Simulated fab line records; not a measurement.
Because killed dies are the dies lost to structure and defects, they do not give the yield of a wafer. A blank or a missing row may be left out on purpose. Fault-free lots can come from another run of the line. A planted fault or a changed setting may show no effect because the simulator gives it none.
Split-lot study :: flow sfq_line :: route with 325 steps; 5 lots, 23 wafers read

THE SPLIT
At SFQ_TRILAYER_M8_DEP_EVAP_197 (material Ti, target thk 20 nm, time 100 s), the setting time_s was moved away from the recipe's 100 s on 9 of the 23 wafers read, by -12.5% to -9.5%. The other wafers ran this setting at the recipe's value.

The reading is taken at the split's own step.

THE READING
Ti_of_TRILAYER_M8_DEP_EVAP_197.thk_nm (the simulator's own value, which no gauge read), in nm, at SFQ_TRILAYER_M8_DEP_EVAP_197 (material Ti, target thk 20 nm, time 100 s). The file gives no usual value for it. The 14 wafers here that ran the recipe average 20.16 nm, standard deviation 0.34 nm.

wafer: L075.1
tool, chamber at the split: pvd_sputter-01, -
time_s as run, s: 100
against the recipe: recipe
Ti_of_TRILAYER_M8_DEP_EVAP_197.thk_nm, nm: 19.76
against lot-mates on the recipe: -

wafer: L075.2
tool, chamber at the split: pvd_sputter-01, -
time_s as run, s: 87.55
against the recipe: -12.5%
Ti_of_TRILAYER_M8_DEP_EVAP_197.thk_nm, nm: 17.48
against lot-mates on the recipe: -2.33

wafer: L075.3
tool, chamber at the split: pvd_sputter-01, -
time_s as run, s: 87.55
against the recipe: -12.5%
Ti_of_TRILAYER_M8_DEP_EVAP_197.thk_nm, nm: 17.75
against lot-mates on the recipe: -2.06

wafer: L075.4
tool, chamber at the split: pvd_sputter-01, -
time_s as run, s: 87.55
against the recipe: -12.5%
Ti_of_TRILAYER_M8_DEP_EVAP_197.thk_nm, nm: 17.55
against lot-mates on the recipe: -2.26

wafer: L075.5
tool, chamber at the split: pvd_sputter-01, -
time_s as run, s: 100
against the recipe: recipe
Ti_of_TRILAYER_M8_DEP_EVAP_197.thk_nm, nm: 19.86
against lot-mates on the recipe: -

wafer: L076.1
tool, chamber at the split: pvd_sputter-02, -
time_s as run, s: 100
against the recipe: recipe
Ti_of_TRILAYER_M8_DEP_EVAP_197.thk_nm, nm: 19.81
against lot-mates on the recipe: -

wafer: L076.2
tool, chamber at the split: pvd_sputter-02, -
time_s as run, s: 90.47
against the recipe: -9.5%
Ti_of_TRILAYER_M8_DEP_EVAP_197.thk_nm, nm: 18
against lot-mates on the recipe: -1.81

wafer: L076.4
tool, chamber at the split: pvd_sputter-02, -
time_s as run, s: 90.47
against the recipe: -9.5%
Ti_of_TRILAYER_M8_DEP_EVAP_197.thk_nm, nm: 18.16
against lot-mates on the recipe: -1.65

wafer: L076.5
tool, chamber at the split: pvd_sputter-02, -
time_s as run, s: 90.47
against the recipe: -9.5%
Ti_of_TRILAYER_M8_DEP_EVAP_197.thk_nm, nm: 18.08
against lot-mates on the recipe: -1.73

wafer: L076.6
tool, chamber at the split: pvd_sputter-02, -
time_s as run, s: 100
against the recipe: recipe
Ti_of_TRILAYER_M8_DEP_EVAP_197.thk_nm, nm: 19.82
against lot-mates on the recipe: -

wafer: L077.1
tool, chamber at the split: pvd_sputter-01, -
time_s as run, s: 100
against the recipe: recipe
Ti_of_TRILAYER_M8_DEP_EVAP_197.thk_nm, nm: 19.82
against lot-mates on the recipe: -

wafer: L077.2
tool, chamber at the split: pvd_sputter-01, -
time_s as run, s: 88.03
against the recipe: -12.0%
Ti_of_TRILAYER_M8_DEP_EVAP_197.thk_nm, nm: 17.63
against lot-mates on the recipe: -2.21

wafer: L077.3
tool, chamber at the split: pvd_sputter-01, -
time_s as run, s: 100
against the recipe: recipe
Ti_of_TRILAYER_M8_DEP_EVAP_197.thk_nm, nm: 19.85
against lot-mates on the recipe: -

wafer: L077.4
tool, chamber at the split: pvd_sputter-01, -
time_s as run, s: 88.03
against the recipe: -12.0%
Ti_of_TRILAYER_M8_DEP_EVAP_197.thk_nm, nm: 17.78
against lot-mates on the recipe: -2.05

wafer: L077.5
tool, chamber at the split: pvd_sputter-01, -
time_s as run, s: 88.03
against the recipe: -12.0%
Ti_of_TRILAYER_M8_DEP_EVAP_197.thk_nm, nm: 17.59
against lot-mates on the recipe: -2.25

wafer: L082.2
tool, chamber at the split: pvd_sputter-02, -
time_s as run, s: 100
against the recipe: recipe
Ti_of_TRILAYER_M8_DEP_EVAP_197.thk_nm, nm: 20.03
against lot-mates on the recipe: -

wafer: L082.3
tool, chamber at the split: pvd_sputter-02, -
time_s as run, s: 100
against the recipe: recipe
Ti_of_TRILAYER_M8_DEP_EVAP_197.thk_nm, nm: 20.33
against lot-mates on the recipe: -

wafer: L082.4
tool, chamber at the split: pvd_sputter-02, -
time_s as run, s: 100
against the recipe: recipe
Ti_of_TRILAYER_M8_DEP_EVAP_197.thk_nm, nm: 20.61
against lot-mates on the recipe: -

wafer: L082.5
tool, chamber at the split: pvd_sputter-02, -
time_s as run, s: 100
against the recipe: recipe
Ti_of_TRILAYER_M8_DEP_EVAP_197.thk_nm, nm: 20.26
against lot-mates on the recipe: -

wafer: L082.6
tool, chamber at the split: pvd_sputter-02, -
time_s as run, s: 100
against the recipe: recipe
Ti_of_TRILAYER_M8_DEP_EVAP_197.thk_nm, nm: 20.24
against lot-mates on the recipe: -

wafer: L083.2
tool, chamber at the split: pvd_sputter-01, -
time_s as run, s: 100
against the recipe: recipe
Ti_of_TRILAYER_M8_DEP_EVAP_197.thk_nm, nm: 20.58
against lot-mates on the recipe: -

wafer: L083.3
tool, chamber at the split: pvd_sputter-01, -
time_s as run, s: 100
against the recipe: recipe
Ti_of_TRILAYER_M8_DEP_EVAP_197.thk_nm, nm: 20.69
against lot-mates on the recipe: -

wafer: L083.6
tool, chamber at the split: pvd_sputter-01, -
time_s as run, s: 100
against the recipe: recipe
Ti_of_TRILAYER_M8_DEP_EVAP_197.thk_nm, nm: 20.55
against lot-mates on the recipe: -

THE FIT
A straight line over all 23 wafers: Ti_of_TRILAYER_M8_DEP_EVAP_197.thk_nm changes by +0.209 nm for each +1% of time_s; r = +0.97; the points scatter about the line by 0.28 nm.
The same after taking each lot's own level away (the mean of its wafers on the recipe; 23 wafers): +0.18 nm for each +1%; r = +0.99; scatter 0.11 nm.
According to that fit, moving time_s by its largest amount changes the reading by 2.2 nm.
Measured against the standard deviation above, the lots' own levels, which go from 19.810 to 20.607 nm, span 2.4 times it.
Hence the slope depends on the lot-to-lot level, as the two fits are not the same.
Check: with one of the wafers moved furthest among these (-12.5%) left out of the fit, the line predicts -2.23 nm for it against its lot-mates. Against them it came out at -2.33 nm.

THESE WAFERS: OTHER SPLITS
Note: prior to the reading, these wafers also went through further splits. Each is held against what the fit with the lots' levels taken away leaves over:
other split on the same wafers: SFQ_TRILAYER_I6_VIA_LITHO_PEB_172 peb_temp_c
wafers away from the commonest value: 11
r with Ti_of_TRILAYER_M8_DEP_EVAP_197.thk_nm (lot level and that fit taken away): +0.10

other split on the same wafers: SFQ_TRILAYER_M7_LITHO_COAT_182 resist_thk_nm
wafers away from the commonest value: 6
r with Ti_of_TRILAYER_M8_DEP_EVAP_197.thk_nm (lot level and that fit taken away): +0.45

other split on the same wafers: SFQ_TRILAYER_M7_LITHO_EXPOSE_178 dose_mj
wafers away from the commonest value: 5
r with Ti_of_TRILAYER_M8_DEP_EVAP_197.thk_nm (lot level and that fit taken away): -0.22

other split on the same wafers: SFQ_TRILAYER_M7_ETCH_METAL_ETCH_180 time_s
wafers away from the commonest value: 7
r with Ti_of_TRILAYER_M8_DEP_EVAP_197.thk_nm (lot level and that fit taken away): +0.12

other split on the same wafers: SFQ_TRILAYER_I7_VIA_LITHO_COAT_192 spin_rpm
wafers away from the commonest value: 7
r with Ti_of_TRILAYER_M8_DEP_EVAP_197.thk_nm (lot level and that fit taken away): -0.05

other split on the same wafers: SFQ_TRILAYER_I7_VIA_LITHO_PEB_190 peb_temp_c
wafers away from the commonest value: 11
r with Ti_of_TRILAYER_M8_DEP_EVAP_197.thk_nm (lot level and that fit taken away): -0.21

other split on the same wafers: SFQ_TRILAYER_M8_LITHO_COAT_193 resist_thk_nm
wafers away from the commonest value: 7
r with Ti_of_TRILAYER_M8_DEP_EVAP_197.thk_nm (lot level and that fit taken away): +0.16

THE FILE'S OWN FIT
Ti_of_TRILAYER_M8_DEP_EVAP_197.thk_nm changes by +0.18 nm for each +1% of time_s, r = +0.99.
